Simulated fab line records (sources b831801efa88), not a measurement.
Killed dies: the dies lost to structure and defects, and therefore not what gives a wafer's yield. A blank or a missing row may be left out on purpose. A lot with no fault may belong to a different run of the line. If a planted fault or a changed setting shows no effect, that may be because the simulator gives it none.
Which tool was responsible? + flow gf180mcu + 18 wafers from 6 lots sampled at 2 of the route's 602 steps

== WHAT THE GAUGES SHOWED, per wafer ==
GF_DUAL_GATE_THK_MEAS_03.
| lot  | measured     | on            | DUAL_GATE_OXIDATION_00_THK (nm) |
|------|--------------|---------------|---------------------------------|
| L941 | day 7 23:04  | film metro-03 | 10.65 10.59 10.41               |
| L943 | day 8 12:40  | film metro-02 | 10.68 10.86 10.70               |
| L945 | day 9 02:22  | film metro-02 | 11.35 11.18 11.25               |
| L954 | day 11 13:31 | film metro-02 | 8.75 8.52 8.43                  |
| L959 | day 13 00:54 | film metro-02 | 11.01 11.03 10.87               |
| L963 | day 14 01:25 | film metro-03 | 10.85 10.87 10.85               |

== EACH LOT AND THE TOOL THAT RAN IT (in order: tool; ch and the chambers of the sampled wafers; start) ==
| lot  | GF_DUAL_GATE_OXIDATION_02     |
|------|-------------------------------|
| L941 | furnace-01 ch 0, day 7 21:37  |
| L943 | furnace-02 ch 0, day 8 11:13  |
| L945 | furnace-02 ch 0, day 9 00:55  |
| L954 | furnace-01 ch 0, day 11 12:04 |
| L959 | furnace-02 ch 0, day 12 23:25 |
| L963 | furnace-02 ch 0, day 13 23:58 |
- GF_DUAL_GATE_OXIDATION_02: stabilise 600 s, purge 300 s, target thk 10.887 nm.

== THE ANSWER, worked out from the rows above alone ==
Rule: the lots themselves supply what counts as usual. The widest of any qualifying gaps counts: lots, ordered by their means at a reading, are off when they make up no more than a third of the lots, leave a main group of 4 or more, and stand apart from it by 3 or more times the standard deviation of that group's means. A main group whose means are all the same, to the digits that the tables above print for the reading, isn't used. A lot without any number at a reading at which 4 lots or more have one is off too. The other lots that the step has rows for count as sound.
Off: at GF_DUAL_GATE_THK_MEAS_03 (DUAL_GATE_OXIDATION_00_THK), L954. The main group: mean 10.88 nm, standard deviation 0.24.
A tool fits if, at a process step before that reading, it ran every lot that is off, and no sound lot after the first of them. Gauges at GF_DUAL_GATE_THK_MEAS_03: tried the same way as those tools. One fits: GF_DUAL_GATE_OXIDATION_02 on furnace-01. A fault onset in the window from L941 (day 7 21:37, its last sound lot) to L954 (day 11 12:04, its first lot off) fits.

== WHAT THE SIMULATOR PUT IN ==
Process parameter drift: furnace-01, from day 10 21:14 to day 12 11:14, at GF_DUAL_GATE_OXIDATION_02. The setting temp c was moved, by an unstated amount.
Lots struck among those shown: L954. The rule above found the same.
